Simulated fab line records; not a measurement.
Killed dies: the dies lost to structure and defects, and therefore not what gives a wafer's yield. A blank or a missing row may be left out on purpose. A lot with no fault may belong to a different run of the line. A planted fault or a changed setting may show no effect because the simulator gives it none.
A lot that was struck, set against a sound lot + flow gf180mcu + 16 out of 602 route steps
Sound: the wafers L628.2, L628.4, L628.5. Wafers L644.2, L644.4, L644.6 were the ones struck. The cause is named last.
At each step with rows: each side's tool, then ch and its chambers, then its first start. Under that, the readings that differ: sound wafers + struck wafers + difference of the means + sigmas: that difference in standard deviations of wafers without a fault.
alike: words and numbers the same on both sides, and readings whose means are apart by under 2 such deviations; not compared: readings that were withheld, readings missing a value for some wafer, numbers with overlapping values and no deviation given by the record, and bounds like >300 which may hide the same value.
The two part at a step that has a row with sigmas, a row that says differs or no value, or rows on one side only. When numbers do not overlap yet have no deviation, they are printed without sigmas and do not part them. Lack of a reading on every wafer of one side parts them only where that side has two or more wafers.

GF_M4_SPUTTER_04: material TiN, target thk 50 nm, time 41.7 s.
  struck on pvd-sputter-04, day 28 12:43; sound on pvd-sputter-01, day 23 05:19
  alike: throttle-valve-pct
GF_M4_RS_MEAS_05: uses a four-point probe to measure.
  struck on film-metro-01, day 28 12:47; sound on film-metro-02, day 23 05:22
| reading             | sound                | struck               | difference | sigmas |
|---------------------|----------------------|----------------------|------------|--------|
| M4_ALCU_RS (ohm/sq) | 0.0696 0.0699 0.0706 | 0.0683 0.0691 0.0679 | -0.0016    | -2     |
GF_M4_THK_MEAS_06: measures by xrf.
  struck on film-metro-01, day 28 12:53; sound on film-metro-02, day 23 05:29
| reading          | sound       | struck      | difference | sigmas |
|------------------|-------------|-------------|------------|--------|
| M4_ALCU_THK (nm) | 445 442 437 | 457 450 459 | +14        | +2     |
then, 7 steps without rows for these wafers: GF_M4_DEHYDRATE_07 (time 60 s); GF_M4_HMDS_08 (prime time 60 s); GF_M4_COAT_09 (resist thk 1000 nm); GF_M4_SOFTBAKE_10 (time 60 s); GF_M4_EXPOSE_11 (exposes mask Metal4, target cd 280 nm); GF_M4_PEB_12 (peb time 90 s); GF_M4_DEVELOP_13 (develop time 60 s).
GF_M4_CD_MEAS_14 targets a cd of 280 nm.
  struck on cd-sem-02, day 29 07:49; sound on cd-sem-01, day 24 03:14
  alike: cd-nm
GF_M4_OVL_MEAS_15:
  struck on overlay-01, day 29 07:56; sound on overlay-01, day 24 03:20
  alike: M4_OVL
GF_M4_METAL_ETCH_16: etches the open film in Cl2/BCl3, stops on SiO2, target depth 750.8 nm, time 125.1 s.
  sound on rie-metal-01 ch 0,1, day 24 03:22; struck on rie-metal-02 ch 0,1, day 29 07:58
| reading                             | sound                | struck               | difference | sigmas |
|-------------------------------------|----------------------|----------------------|------------|--------|
| rf-fwd-power-W (W)                  | 795.1 791.7 793.8    | 923.7 922.8 920.7    | +128.9     | +52    |
| throttle-valve-pct (%)              | 28.244 28.236 28.238 | 28.205 28.224 28.215 | -0.025     | -2     |
| model.KrF_of_M4_COAT_09.thk-nm (nm) | 680 685.5 678.3      | 635.2 642.5 640.3    | -41.9      |        |
  alike: chamber-pressure-mTorr, drypump-motor-current-A, oes-product-au
  not compared: rf-hours-counter-h
GF_M4_STRIP_17: strips in O2/N2.
  sound on plasma-asher-03 ch 0,1, day 24 03:29; struck on plasma-asher-04 ch 0,1, day 29 08:05
| reading                      | sound          | struck         | difference | sigmas |
|------------------------------|----------------|----------------|------------|--------|
| strip-time-to-endpoint-s (s) | 7.35 7.40 7.32 | 6.91 6.99 6.95 | -0.41      | -8     |
  alike: chamber-pressure-mTorr, drypump-motor-current-A, heater-power-w, oes-product-au, platen-temp-c
  not compared: rf-hours-counter-h
then, 1 step without rows for these wafers: GF_M4_STRIP_18 (strips in post etch residue remover, time 1200 s).
-- the record jumps here: 5 days lie between the struck wafers' starts before and after (it left off in module M4 and takes up again in module PASSIVATION, whose first step shown is number 602 of the route) --
GF_PASSIVATION_PROBE_99:
  record: rows for the struck wafers here (prober-01, day 34 00:35), none for the sound ones

WHERE THEY PART
First at GF_M4_RS_MEAS_05; last, within this record, at GF_PASSIVATION_PROBE_99.

WHY: what had been put in by the simulator
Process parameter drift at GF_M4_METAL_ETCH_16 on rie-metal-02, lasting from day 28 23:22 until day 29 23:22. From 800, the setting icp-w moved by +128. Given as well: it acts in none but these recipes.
